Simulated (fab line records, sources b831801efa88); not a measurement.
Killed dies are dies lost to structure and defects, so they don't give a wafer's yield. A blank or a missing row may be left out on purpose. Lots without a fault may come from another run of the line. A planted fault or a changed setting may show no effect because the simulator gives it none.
Chamber matching | flow sky130 | SKY_VIA3_CMP_02 on cmp-02: 4 sister chambers
The step polishes SiO2. 4 wafers are shown with their chamber, then 12 later ones without.

WAFERS WITH THEIR CHAMBER
wafer  | chamber | motor_current_A (A)
L078.3 | 0       | 12.6
L090.2 | 3       | 11.1
L090.3 | 1       | 9.5
L090.4 | 2       | 11.7

WAFERS WITHOUT THEIR CHAMBER
wafer  | motor_current_A (A)
L091.4 | 11.9
L091.5 | 9.3
L091.6 | 12.1
L092.3 | 10.8
L092.4 | 11.9
L092.6 | 8.3
L094.2 | 12.1
L094.3 | 12.5
L094.6 | 12.1
L095.2 | 10.9
L095.3 | 11.8
L095.6 | 8.9

WHICH CHAMBER EACH WENT THROUGH
wafer  | from the rows above          | in truth
L091.4 | can't be placed: 2 or 0 or 3 | 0
L091.5 | 1                            | 1
L091.6 | can't be placed: 2 or 0 or 3 | 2
L092.3 | can't be placed: 3 or 2      | 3
L092.4 | can't be placed: 2 or 0 or 3 | 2
L092.6 | 1                            | 1
L094.2 | can't be placed: 2 or 0 or 3 | 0
L094.3 | can't be placed: 0 or 2      | 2
L094.6 | can't be placed: 2 or 0 or 3 | 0
L095.2 | can't be placed: 3 or 2      | 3
L095.3 | can't be placed: 2 or 3 or 0 | 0
L095.6 | 1                            | 1
Placed correctly: 3 of 12. Can't be placed from these rows: 9 (the true chamber is among the candidates in 9). Placed wrongly: 0.
How it was worked out, from the rows above alone: a wafer's distance from a chamber is the root of the sum, over the readings, of the square of ((its reading less the chamber's mean) divided by the reading's scatter). The wafer belongs to the nearest chamber; if the next one is less than 2 further off, it can't be placed. A chamber's mean is the mean of its shown wafers. The scatter: with one shown wafer a chamber, the root of the mean of the squares of how far each hidden wafer lies from its nearest shown one.
